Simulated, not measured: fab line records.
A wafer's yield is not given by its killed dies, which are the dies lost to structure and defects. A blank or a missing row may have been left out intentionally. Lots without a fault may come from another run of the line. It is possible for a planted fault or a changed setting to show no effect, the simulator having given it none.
Problem report in the 8D (eight disciplines) form, filled by code	flow sky130	the parts of the form that need people (team, actions taken, sign-off) are left out

== 1. WHAT IS WRONG ==
Mean of beam-energy-keV at SKY_LDD_N_IMPLANT_12: 39.565 across 6 wafers in 2 lots; on wafers with no fault it is 50.000 (standard deviation 0.016). So: -99 or more standard deviations from the usual mean.
First seen on wafer L300.1, day 20 08:04, on implanter-01. The record has a number at this step for 18 wafers belonging to 6 lots. The rule behind "out" and "out of limits": a value lying over 4 standard deviations away from the usual mean. The other wafers with a number count as sound.

== 2. WHAT IT IS, AND WHAT IT ISN'T ==
question	is	is not
which readings at this step	beam-energy-keV	-
which lots	L300, L303	L293, L311, L312, L313
which wafers of those lots	all that have a number	-
read on which tools	implanter-01	implanter-04
when	from day 20 08:04	up to then (3 sound wafers); but 9 sound wafers of L311, L312, L313 came after

== 3. THE SUSPECTS, EACH WITH WHAT RULES IT OUT ==
Counting: any tool at a process step up to the reading is kept as a suspect provided that every lot that is out went through it and no sound lot did after the first of them.
- implanter-01 at SKY_LDD_N_IMPLANT_12: ruled out as a lasting fault. The sound lots L312 went through it after L300, its earliest lot that is out (day 20 08:04).
Left after counting: nothing in the record.

== 4. THE CAUSE (what the simulator had put in) ==
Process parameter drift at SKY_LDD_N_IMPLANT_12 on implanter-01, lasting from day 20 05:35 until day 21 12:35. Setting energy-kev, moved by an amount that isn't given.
Counting ruled it out, wrongly.

== 5. THE EFFECT CHAIN, in route order ==
One row per reading whose mean, taken over the struck wafers that have a number, lies over 3 standard deviations from the usual. Readings are gone through only where the record gives a usual standard deviation; hours: the median, over the lots, of the time from a lot's start at the first step in this table giving one to that lot's start at this step; sigmas: the change measured in usual standard deviations.
hours	step	reading	usual	on struck wafers	change	sigmas
0	SKY_LDD_N_IMPLANT_12	beam-energy-keV	50.000	39.565	-10.435	-99 or more
Here are the process steps it includes:
- SKY_LDD_N_IMPLANT_12

== 6. WHAT WOULD HAVE CAUGHT IT SOONER ==
In this record no reading fell out of limits until day 20 08:04, 2 hours after the fault had begun at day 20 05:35.
